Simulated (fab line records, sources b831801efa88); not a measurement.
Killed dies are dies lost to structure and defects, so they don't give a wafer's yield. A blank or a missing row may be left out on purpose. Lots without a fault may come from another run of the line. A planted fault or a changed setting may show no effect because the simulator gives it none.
A struck lot beside a sound one | flow sky130 | 17 steps out of a route of 708
Sound: wafers L375.1, L375.2, L375.4. Struck: wafers L381.3, L381.4, L381.5. The cause comes at the end.
At each step with rows: each side's tool, then ch and its chambers, then its first start. Under that, the readings that differ: sound wafers | struck wafers | difference of the means | sigmas: that difference in standard deviations of wafers without a fault.
alike: readings whose means differ by less than 2 such deviations, and words and numbers that are the same on both sides. not compared: withheld readings, readings that some wafer has no value for, bounds like >300 that may hide the same value, and numbers for which the record gives no deviation and whose values overlap.
The two part at a step that has a row with sigmas, a row that says differs or no value, or rows on one side only. Numbers that don't overlap but have no deviation are shown without sigmas and don't part them. A reading that every wafer of one side lacks parts them only if that side has two wafers or more.

first, 1 step without rows for these wafers: SKY_LDD_N_IMPLANT_15.
SKY_LDD_N_STRIP_16: strips in O2/N2.
  sound on plasma_asher-02 ch 0,1, day 21 04:36; struck on plasma_asher-01 ch 0,1, day 23 09:33
  alike: drypump_motor_current_A, o2_flow_sccm, oes_product_au, strip_time_to_endpoint_s
  not compared: rf_hours_counter_h
SKY_LDD_N_TW_MEAS_17:
  sound on film_metro-03, day 21 04:42; struck on film_metro-04, day 23 09:38
  alike: LDD_N_TW
then, 7 steps without rows for these wafers: SKY_LDD_P_DEHYDRATE_00 (time 60 s); SKY_LDD_P_HMDS_01 (prime time 60 s); SKY_LDD_P_COAT_02 (resist thk 1140 nm); SKY_LDD_P_SOFTBAKE_03 (time 60 s); SKY_LDD_P_EXPOSE_04 (exposes mask PSDM, target cd 380 nm); SKY_LDD_P_PEB_05; SKY_LDD_P_DEVELOP_06 (develop time 60 s).
SKY_LDD_P_CD_MEAS_07: target cd 380 nm.
  sound on cd_sem-02, day 22 10:40; struck on cd_sem-02, day 24 15:09
  alike: cd_nm
SKY_LDD_P_OVL_MEAS_08:
  sound on overlay-01, day 22 10:47; struck on overlay-02, day 24 15:15
  alike: LDD_P_OVL
SKY_LDD_P_IMPLANT_09:
  sound on implanter-02 ch 0, day 22 10:49; struck on implanter-01 ch 0, day 24 15:19
  reading                   | sound                | struck               | difference | sigmas
  beam_energy_keV           | 24.981 25.011 25.002 | 20.429 20.446 20.443 | -4.559     | -99 or more
  model.implant.rp_nm (nm)  | 20.76 20.76 20.76    | 17.59 17.59 17.59    | -3.17      |
  model.implant.drp_nm (nm) | 11.41 11.41 11.41    | 9.901 9.901 9.901    | -1.509     |
  alike: dose_ions_cm2, end_station_pressure_torr
SKY_LDD_P_STRIP_10: strips in O2/N2.
  sound on plasma_asher-02 ch 0,1, day 22 10:58; struck on plasma_asher-02 ch 0,1, day 24 15:27
  alike: drypump_motor_current_A, o2_flow_sccm, oes_product_au, strip_time_to_endpoint_s
  not compared: rf_hours_counter_h
SKY_LDD_P_TW_MEAS_11:
  sound on film_metro-01, day 22 11:04; struck on film_metro-01, day 24 15:32
  reading  | sound       | struck      | difference | sigmas
  LDD_P_TW | 631 630 635 | 600 602 601 | -31        | -9
then, 1 step without rows for these wafers: SKY_LDD_HVN_DEHYDRATE_00 (time 60 s).
-- the record jumps here: 25 days lie between the struck wafers' starts before and after (it left off in module LDD_HVN and takes up again in module PAD_OPEN, whose first step shown is number 708 of the route) --
SKY_PAD_OPEN_PROBE_99:
  sound on prober-02, day 47 20:56; struck on prober-02, day 49 10:51
  reading                     | sound          | struck         | difference | sigmas
  model.etest.tip_p.rs_ohm_sq | 6964 6897 6937 | 7290 7270 7190 | +317       |
  alike: killed_at_M0_to_M3, killed_at_M4_up, killed_at_contacts, killed_at_front_end, killed_at_other, killed_dies, killed_open, killed_short

WHERE THEY PART
First at SKY_LDD_P_IMPLANT_09; last, within this record, at SKY_LDD_P_TW_MEAS_11. Later steps at which nothing parts them and some readings are alike: SKY_PAD_OPEN_PROBE_99.

WHY: what the simulator had put in
Process parameter drift: implanter-01, from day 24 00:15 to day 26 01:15, at SKY_LDD_P_IMPLANT_09. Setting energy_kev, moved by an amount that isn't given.
